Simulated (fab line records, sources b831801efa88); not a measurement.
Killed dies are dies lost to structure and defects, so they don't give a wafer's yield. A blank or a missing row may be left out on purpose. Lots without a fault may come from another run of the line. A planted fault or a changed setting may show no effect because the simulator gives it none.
Which tool did it? | flow gf180mcu | 12 lots, 36 wafers sampled, at 1 step of a route of 602

WHAT THE GAUGES READ, wafer by wafer
GF_PSD_RS_MEAS_14: measures by four-point-probe.
lot  | measured     | on            | NSD_RS (ohm/sq)
L075 | day 14 13:37 | film_metro-04 | 46.05 46.06 46.13
L077 | day 15 04:32 | film_metro-04 | 46.08 46.16 46.16
L079 | day 15 23:55 | film_metro-01 | 46.20 46.17 46.10
L081 | day 17 05:43 | film_metro-01 | 46.08 46.07 45.99
L083 | day 17 14:19 | film_metro-03 | 46.04 45.94 45.97
L086 | day 18 15:51 | film_metro-03 | 45.93 45.91 45.97
L087 | day 19 02:30 | film_metro-03 | 46.05 46.12 46.10
L090 | day 19 23:25 | film_metro-03 | 46.24 46.24 46.18
L091 | day 20 07:46 | film_metro-04 | 45.98 46.01 46.08
L093 | day 20 21:56 | film_metro-03 | 45.99 46.04 46.05
L095 | day 21 15:47 | film_metro-01 | 46.00 46.09 46.16
L097 | day 22 08:07 | film_metro-03 | 45.98 46.11 46.08

WHICH TOOL RAN EACH LOT (tool, then ch and the chambers of the sampled wafers, then the start)
The record holds no process step before these readings.

THE ANSWER, worked out from the rows above alone
Rule: what is usual is taken from the lots themselves. Put in order of their means at a reading, lots are off if they are a third of the lots or fewer, leave a main group of 4 or more, and stand apart from it by a gap of 3 or more times the standard deviation of the main group's means; of several such gaps the widest counts. A main group whose means are all the same, to the digits that the tables above print for the reading, isn't used. A lot without any number at a reading at which 4 lots or more have one is off too. The other lots that the step has rows for count as sound.
No lot is off at any reading shown: from this, nothing can be told.

WHAT THE SIMULATOR HAD PUT IN
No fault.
